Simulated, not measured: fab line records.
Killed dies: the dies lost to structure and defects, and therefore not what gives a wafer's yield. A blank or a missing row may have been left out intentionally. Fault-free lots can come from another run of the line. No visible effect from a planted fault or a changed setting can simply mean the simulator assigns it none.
fab line records + flow sky130
[record]
- lots = 6
- wafers = 18
- last_day = 50
route steps=708 shown LDD_N@237 PAD_OPEN@708
lots that met no fault: from a run of the same line without faults
start_h: hours from the record's opening day to when the first of the lot's shown wafers began + wait_h: hours from the lot's prior step to this one + " same as the row above + L1.1+2: a row that stands for several wafers + - no value, or no start was given + * or withheld: withheld + < > ~ a bound
route shown NAME@n: NAME is a module with steps in the file, n the number in the route of the first one + usual: mean/standard deviation taken from wafers without a fault + same: alike in all rows + chamber/n: place in a boat + sites: per-site readings + _std_site: how widely they spread, as a standard deviation + _edge_site: inner sites' mean taken away from outer sites' mean + radius_mm: for every site, how far away it sits from the centre of the wafer + mask NAME#n: copy n + behind: the most recent tool/chamber to have shaped the wafer + hold: reason for holding the lot/hours on hold/outcome of the hold + device: which transistor (n, p or np) failed to switch + end of line: the route-end tests of the same wafers + for a step that has no rows: nothing shown but its recipe + killed: count of dies lost to structure and defects at first sort (not the wafer's yield) + map: the dies of a wafer, with x for killed, . for not killed, _ for no die there
set.NAME: the setting that was run; set.NAME@STEP: the one run at that earlier step + model.NAME: the simulator's own value behind a step, which no gauge read
lots at selected steps of the route; one table per step, one row per wafer
services: a tool's chamber out of use, with start hour (start_h, from the record's first day; less than 0 if before it), hours out, and reason
[[steps]]
[step SKY_LDD_N_DEHYDRATE_00]
[recipe]
- temp_c = 200
- time_s = 60
[step SKY_LDD_N_HMDS_01]
[recipe]
- prime_time_s = 60
- prime_temp_c = 120
[step SKY_LDD_N_COAT_02]
[recipe]
- resist = NOVOLAK
- spin_rpm = 3000
- resist_thk_nm = 306
[step SKY_LDD_N_SOFTBAKE_03]
[recipe]
- temp_c = 90
- time_s = 60
- resist = NOVOLAK
[step SKY_LDD_N_EXPOSE_04]
[recipe]
- mask_id = NTM
- target_cd_nm = 840
- na = 0.6
- source_shape = conventional
- sigma_outer = 0.6
- dose_mj = 110
[step SKY_LDD_N_PEB_05]
[recipe]
- temp_c = withheld
- time_s = *
- resist = NOVOLAK
[step SKY_LDD_N_DEVELOP_06]
[recipe]
- develop_time_s = 60
- dev_temp_c = 23
[step SKY_LDD_N_OVL_MEAS_07]
[usual]
- LDD_N_OVL = -0.5/1.4
| lot.wafer | tool       | chamber | start_h | wait_h | LDD_N_OVL[nm] |
|-----------|------------|---------|---------|--------|---------------|
| L852.2    | overlay-01 | -       | 496.08  | 0.1    | -0.8          |
| L852.3    | "          | -       | "       | "      | -1.3          |
| L852.4    | "          | -       | "       | "      | 1.0           |
| L854.1    | overlay-02 | -       | 521.27  | 0.1    | 0.5           |
| L854.5    | "          | -       | "       | "      | 0.0           |
| L854.6    | "          | -       | "       | "      | 0.2           |
| L856.1    | overlay-02 | -       | 523.17  | 0.1    | 0.0           |
| L856.2    | "          | -       | "       | "      | -0.8          |
| L856.3    | "          | -       | "       | "      | -0.1          |
| L858.2    | overlay-01 | -       | 547.33  | 0.1    | 0.4           |
| L858.3    | "          | -       | "       | "      | -0.4          |
| L858.5    | "          | -       | "       | "      | -0.4          |
| L864.1    | overlay-01 | -       | 598.16  | 0.1    | -0.2          |
| L864.3    | "          | -       | "       | "      | -1.5          |
| L864.5    | "          | -       | "       | "      | -0.1          |
| L865.1    | overlay-02 | -       | 604.56  | 0.1    | -1.7          |
| L865.2    | "          | -       | "       | "      | -2.2          |
| L865.3    | "          | -       | "       | "      | -1.8          |
[step SKY_LDD_N_IMPLANT_08]
[recipe]
- species = As
- energy_kev = 20
- dose_cm2 = 7.5e+13
- tilt_deg = withheld
- rotation_deg = 23
[step SKY_LDD_N_IMPLANT_09]
[recipe]
- species = As
- energy_kev = 20
- dose_cm2 = 7.5e+13
- tilt_deg = withheld
- rotation_deg = 113
[step SKY_LDD_N_IMPLANT_10]
[recipe]
- species = As
- energy_kev = 20
- dose_cm2 = 7.5e+13
- tilt_deg = withheld
- rotation_deg = 203
[step SKY_LDD_N_IMPLANT_11]
[recipe]
- species = As
- energy_kev = 20
- dose_cm2 = 7.5e+13
- tilt_deg = withheld
- rotation_deg = 293
[step SKY_LDD_N_IMPLANT_12]
[recipe]
- species = BF2
- energy_kev = 50
- dose_cm2 = 5e+12
- tilt_deg = 30
- rotation_deg = 0
[usual]
- beam_energy_keV = 50.000/0.014
- faraday_current_uA = 28.2/0.49
- rotation_deg = 0.006/0.02
| lot.wafer | tool         | chamber | start_h | wait_h | beam_energy_keV | faraday_current_uA | rotation_deg |
|-----------|--------------|---------|---------|--------|-----------------|--------------------|--------------|
| L852.2    | implanter-02 | 0       | 496.73  | 0.1    | 50.001          | 27.2               | -0.007       |
| L852.3    | "            | 0       | "       | "      | 50.025          | 28.4               | 0.021        |
| L852.4    | "            | 0       | "       | "      | 49.996          | 28.4               | 0.020        |
| L854.1    | implanter-03 | 0       | 521.91  | 0.1    | 49.977          | 28.0               | -0.001       |
| L854.5    | "            | 0       | "       | "      | 50.005          | 28.7               | 0.038        |
| L854.6    | "            | 0       | "       | "      | 49.983          | 28.4               | 0.023        |
| L856.1    | implanter-02 | 0       | 523.81  | 0.1    | 50.013          | 28.4               | 82.313       |
| L856.2    | "            | 0       | "       | "      | 50.020          | 27.9               | 82.330       |
| L856.3    | "            | 0       | "       | "      | 50.003          | 28.6               | 82.307       |
| L858.2    | implanter-02 | 0       | 547.98  | 0.1    | 50.011          | 28.2               | 82.320       |
| L858.3    | "            | 0       | "       | "      | 50.020          | 29.0               | 82.288       |
| L858.5    | "            | 0       | "       | "      | 50.006          | 28.1               | 82.317       |
| L864.1    | implanter-04 | 0       | 598.79  | 0.1    | 49.993          | 28.3               | 0.030        |
| L864.3    | "            | 0       | "       | "      | 49.996          | 28.8               | 0.053        |
| L864.5    | "            | 0       | "       | "      | 49.985          | 27.5               | 0.003        |
| L865.1    | implanter-03 | 0       | 605.19  | 0.1    | 49.999          | 28.6               | -0.004       |
| L865.2    | "            | 0       | "       | "      | 50.018          | 27.2               | 0.013        |
| L865.3    | "            | 0       | "       | "      | 49.993          | 28.7               | 0.011        |
[step SKY_LDD_N_IMPLANT_13]
[recipe]
- species = BF2
- energy_kev = 50
- dose_cm2 = 5e+12
- tilt_deg = 30
- rotation_deg = 90
[step SKY_PAD_OPEN_PROBE_99]
[usual]
- killed_at_M0_to_M3 = 44/6.8
- killed_at_M4_up = 2.9/1.7
- killed_at_contacts = 24/5.2
- killed_at_front_end = 15/4
- killed_at_other = 0.2/0.44
- killed_dies = 86/9.9
- killed_open = 47/7.9
- killed_short = 39/6.3
[same]
- gross_dies = 492
- killed_at_back_side = 0
| lot.wafer | tool      | chamber | start_h | wait_h | killed_at_M0_to_M3 | killed_at_M4_up | killed_at_contacts | killed_at_front_end | killed_at_other | killed_dies | killed_open | killed_short | model.etest.nfet_01v8_lvt.vt_sat_v | model.etest.sram_nfet_pass.vt_sat_v | model.etest.nfet_01v8.vt_sat_v | model.etest.nfet_01v8_lvt.vt_v | model.etest.nfet_01v8.vt_v | model.etest.nfet_01v8_turned.vt_v | model.etest.nfet_01v8_swapped.vt_v |
|-----------|-----------|---------|---------|--------|--------------------|-----------------|--------------------|---------------------|-----------------|-------------|-------------|--------------|------------------------------------|-------------------------------------|--------------------------------|--------------------------------|----------------------------|-----------------------------------|------------------------------------|
| L852.2    | prober-01 | -       | 1140.74 | 0.1    | 47                 | 5               | 23                 | 8                   | 0               | 83          | 32          | 51           | 0.5211                             | 0.5663                              | 0.6302                         | 0.6069                         | 0.6913                     | 0.6912                            | 0.6917                             |
| L852.3    | prober-01 | -       | 1140.79 | 0.2    | 44                 | 2               | 31                 | 11                  | 0               | 88          | 46          | 42           | 0.5307                             | 0.5599                              | 0.6382                         | 0.6023                         | 0.6893                     | 0.693                             | 0.6895                             |
| L852.4    | prober-01 | -       | 1140.84 | 0.2    | 53                 | 5               | 29                 | 17                  | 0               | 104         | 65          | 39           | 0.5237                             | 0.5613                              | 0.6373                         | 0.5997                         | 0.6905                     | 0.6869                            | 0.6908                             |
| L854.1    | prober-02 | -       | 1158.69 | 0.1    | 53                 | 5               | 20                 | 19                  | 0               | 97          | 51          | 46           | 0.5309                             | 0.5506                              | 0.6514                         | 0.6118                         | 0.7066                     | 0.7042                            | 0.7064                             |
| L854.5    | prober-02 | -       | 1158.89 | 0.2    | 49                 | 1               | 24                 | 5                   | 1               | 80          | 36          | 44           | 0.5298                             | 0.5495                              | 0.6421                         | 0.6087                         | 0.6995                     | 0.6999                            | 0.6998                             |
| L854.6    | prober-02 | -       | 1158.94 | 0.2    | 44                 | 2               | 17                 | 15                  | 1               | 79          | 42          | 37           | 0.5361                             | 0.5639                              | 0.6493                         | 0.6083                         | 0.7013                     | 0.6999                            | 0.7013                             |
| L856.1    | prober-01 | -       | 1159.76 | 0.1    | 45                 | 3               | 18                 | 11                  | 0               | 77          | 35          | 42           | 0.4942                             | 0.5351                              | 0.6146                         | 0.6015                         | 0.6925                     | 0.7234                            | 0.6945                             |
| L856.2    | prober-01 | -       | 1159.81 | 0.1    | 36                 | 4               | 21                 | 14                  | 0               | 75          | 45          | 30           | 0.4951                             | 0.5296                              | 0.6257                         | 0.5967                         | 0.6953                     | 0.7264                            | 0.6969                             |
| L856.3    | prober-01 | -       | 1159.86 | 0.2    | 38                 | 1               | 25                 | 14                  | 0               | 78          | 46          | 32           | 0.4892                             | 0.5543                              | 0.6103                         | 0.6005                         | 0.6901                     | 0.7224                            | 0.6922                             |
| L858.2    | prober-01 | -       | 1173.58 | 0.1    | 40                 | 4               | 29                 | 14                  | 1               | 88          | 43          | 45           | 0.4924                             | 0.5389                              | 0.6222                         | 0.5928                         | 0.6928                     | 0.7221                            | 0.694                              |
| L858.3    | prober-01 | -       | 1173.63 | 0.2    | 47                 | 4               | 17                 | 13                  | 0               | 81          | 37          | 43           | 0.4915                             | 0.5524                              | 0.6097                         | 0.5982                         | 0.6879                     | 0.7203                            | 0.6899                             |
| L858.5    | prober-01 | -       | 1173.73 | 0.2    | 48                 | 2               | 14                 | 16                  | 0               | 80          | 46          | 34           | 0.503                              | 0.5314                              | 0.6267                         | 0.6039                         | 0.6989                     | 0.7271                            | 0.7006                             |
| L864.1    | prober-01 | -       | 1198.24 | 0.1    | 55                 | 4               | 27                 | 10                  | 0               | 96          | 59          | 37           | 0.5374                             | 0.5734                              | 0.6454                         | 0.6148                         | 0.7001                     | 0.7019                            | 0.7005                             |
| L864.3    | prober-01 | -       | 1198.34 | 0.2    | 37                 | 3               | 24                 | 17                  | 0               | 81          | 47          | 34           | 0.5368                             | 0.5883                              | 0.6538                         | 0.6177                         | 0.7065                     | 0.7088                            | 0.7069                             |
| L864.5    | prober-01 | -       | 1198.44 | 0.2    | 50                 | 4               | 22                 | 15                  | 0               | 91          | 57          | 34           | 0.5386                             | 0.5938                              | 0.6529                         | 0.6175                         | 0.7079                     | 0.7056                            | 0.7082                             |
| L865.1    | prober-02 | -       | 1202.69 | 0.1    | 50                 | 5               | 27                 | 18                  | 1               | 101         | 59          | 42           | 0.5321                             | 0.5722                              | 0.6481                         | 0.6168                         | 0.7066                     | 0.7071                            | 0.7068                             |
| L865.2    | prober-02 | -       | 1202.74 | 0.1    | 43                 | 3               | 20                 | 17                  | 0               | 83          | 52          | 31           | 0.559                              | 0.5874                              | 0.6706                         | 0.6283                         | 0.7205                     | 0.7193                            | 0.7209                             |
| L865.3    | prober-02 | -       | 1202.79 | 0.2    | 43                 | 2               | 26                 | 17                  | 0               | 88          | 56          | 32           | 0.5461                             | 0.5837                              | 0.6617                         | 0.6235                         | 0.7159                     | 0.7163                            | 0.716                              |
// killed by level:class
L852.2 CONTACT:geometric_particle:short=11 METAL2:geometric_particle:short=10 VIA1:geometric_particle:open=6 VIA3:geometric_particle:open=6 LI_CONTACT:geometric_particle:open=5 VIA2:geometric_particle:open=5 METAL3:geometric_particle:short=5 METAL4:geometric_particle:short=5
L852.3 CONTACT:geometric_particle:open=13 VIA1:geometric_particle:open=12 CONTACT:geometric_particle:short=8 VIA3:geometric_particle:open=6 METAL2:geometric_particle:short=6 LI_CONTACT:geometric_particle:open=5 FIELD_ISO:geometric_particle:open=4 LOCAL_INTERCONNECT:geometric_particle:short=4
L852.4 CONTACT:geometric_particle:open=13 VIA3:geometric_particle:open=12 VIA1:geometric_particle:open=10 LI_CONTACT:geometric_particle:open=8 VIA2:geometric_particle:open=8 METAL2:geometric_particle:short=6 FIELD_ISO:geometric_particle:short=4 FIELD_ISO:geometric_particle:open=4
L854.1 VIA1:geometric_particle:open=14 CONTACT:geometric_particle:open=8 VIA1:geometric_particle:short=8 METAL1:geometric_particle:short=7 VIA2:geometric_particle:open=7 VIA3:geometric_particle:open=7 FIELD_ISO:geometric_particle:open=5 METAL4:geometric_particle:short=5
L854.5 VIA1:geometric_particle:open=11 CONTACT:geometric_particle:open=9 METAL1:geometric_particle:short=9 VIA1:geometric_particle:short=7 CONTACT:geometric_particle:short=5 METAL2:geometric_particle:short=5 VIA2:geometric_particle:short=4 LI_CONTACT:geometric_particle:open=4
L854.6 METAL1:geometric_particle:short=8 VIA1:geometric_particle:open=8 CONTACT:geometric_particle:open=6 VIA3:geometric_particle:open=6 VIA2:geometric_particle:open=5 METAL2:geometric_particle:short=5 LOCAL_INTERCONNECT:geometric_particle:short=4 FIELD_ISO:geometric_particle:open=3
L856.1 VIA2:geometric_particle:open=8 CONTACT:geometric_particle:open=6 VIA1:geometric_particle:short=6 VIA1:geometric_particle:open=6 METAL3:geometric_particle:short=6 VIA3:geometric_particle:open=6 LI_CONTACT:geometric_particle:short=5 FIELD_ISO:geometric_particle:short=5
L856.2 CONTACT:geometric_particle:open=10 VIA2:geometric_particle:open=7 VIA3:geometric_particle:open=7 VIA1:geometric_particle:open=6 LI_CONTACT:geometric_particle:open=5 VIA3:geometric_particle:short=5 POLY_GATE:geometric_particle:short=4 CONTACT:geometric_particle:short=4
L856.3 LI_CONTACT:geometric_particle:open=12 CONTACT:geometric_particle:open=8 VIA3:geometric_particle:open=8 POLY_GATE:geometric_particle:short=5 VIA2:geometric_particle:short=5 VIA1:geometric_particle:open=5 VIA2:geometric_particle:open=5 LI_CONTACT:geometric_particle:short=4
L858.2 CONTACT:geometric_particle:open=8 VIA1:geometric_particle:open=7 LI_CONTACT:geometric_particle:open=6 METAL1:geometric_particle:short=6 LI_CONTACT:geometric_particle:short=5 VIA3:geometric_particle:short=5 CONTACT:geometric_particle:short=5 VIA2:geometric_particle:open=5
L858.3 VIA1:geometric_particle:open=12 METAL1:geometric_particle:short=7 VIA2:geometric_particle:open=6 FIELD_ISO:geometric_particle:short=5 LI_CONTACT:geometric_particle:open=5 METAL2:geometric_particle:short=5 LOCAL_INTERCONNECT:geometric_particle:short=4 CONTACT:geometric_particle:short=4
L858.5 VIA1:geometric_particle:open=19 LI_CONTACT:geometric_particle:open=6 VIA2:geometric_particle:open=6 POLY_GATE:geometric_particle:open=5 POLY_GATE:geometric_particle:short=5 METAL2:geometric_particle:short=5 METAL1:geometric_particle:short=5 LOCAL_INTERCONNECT:geometric_particle:short=4
L864.1 VIA1:geometric_particle:open=15 VIA3:geometric_particle:open=10 LI_CONTACT:geometric_particle:open=9 VIA2:geometric_particle:open=8 CONTACT:geometric_particle:open=6 CONTACT:geometric_particle:short=6 METAL1:geometric_particle:short=6 FIELD_ISO:geometric_particle:open=5
L864.3 VIA2:geometric_particle:open=10 LI_CONTACT:geometric_particle:open=8 POLY_GATE:geometric_particle:open=6 VIA1:geometric_particle:open=6 FIELD_ISO:geometric_particle:short=5 CONTACT:geometric_particle:open=5 CONTACT:geometric_particle:short=5 VIA3:geometric_particle:open=5
L864.5 VIA1:geometric_particle:open=14 CONTACT:geometric_particle:open=10 POLY_GATE:geometric_particle:open=8 VIA3:geometric_particle:open=7 LI_CONTACT:geometric_particle:open=6 VIA1:geometric_particle:short=6 VIA2:geometric_particle:open=6 METAL2:geometric_particle:short=4
L865.1 VIA1:geometric_particle:open=14 CONTACT:geometric_particle:open=11 LI_CONTACT:geometric_particle:open=8 FIELD_ISO:geometric_particle:open=6 VIA3:geometric_particle:open=6 VIA3:geometric_particle:short=5 VIA1:geometric_particle:short=5 VIA2:geometric_particle:open=5
L865.2 VIA1:geometric_particle:open=11 CONTACT:geometric_particle:open=7 VIA1:geometric_particle:short=7 METAL1:geometric_particle:open=6 VIA2:geometric_particle:open=6 FIELD_ISO:geometric_particle:open=4 LI_CONTACT:geometric_particle:open=4 CONTACT:geometric_particle:short=4
L865.3 VIA1:geometric_particle:open=11 CONTACT:geometric_particle:open=9 VIA3:geometric_particle:open=8 POLY_GATE:geometric_particle:open=7 LOCAL_INTERCONNECT:geometric_particle:short=7 LI_CONTACT:geometric_particle:open=5 METAL1:geometric_particle:short=5 VIA2:geometric_particle:open=4
[[services]]
| tool         | chamber | start_h | hours | kind   |
|--------------|---------|---------|-------|--------|
| implanter-04 | -       | 507.27  | 3.5   | repair |
| implanter-02 | -       | 522.49  | 0.6   | repair |
| implanter-02 | -       | 528.30  | 3.2   | repair |
| implanter-04 | -       | 541.09  | 4.4   | pm     |
| implanter-02 | -       | 566.53  | 3.8   | repair |
| implanter-03 | -       | 588.58  | 8.1   | pm     |
[[key]]
[first_sign]
- step = SKY_LDD_N_IMPLANT_12
- reading = rotation_deg
- direction = up
- sigmas = 99+
- usual = 0.006
- struck = 82.313
effect none on later readings
[model_effect]
- step = SKY_PAD_OPEN_PROBE_99
- value = etest.nfet_01v8_lvt.vt_sat_v
- without = 0.5486
- struck = 0.4942
met_at SKY_LDD_N_IMPLANT_12
struck_wafers L856.1,L856.2,L856.3,L858.2,L858.3,L858.5
tester_left_out L856,L858
onset_between 496.73 523.81
[fault]
- kind = process_parameter_drift
- tool = implanter-02
- chamber = -
- onset_h = 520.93
- steps = SKY_LDD_N_IMPLANT_12
- channel = rotation_deg
- offset = 82.298
- shape = step
- end_h = 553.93
- acts_in = these_recipes_only
- stated = 0
// tester_left_out: of these lots the tester's yield and bins aren't shown, on N5 and GAA mostly nor the transistor test; their killed dies are dies lost to structure and defects alone, not to doping, threshold or leakage, so they don't give the yield
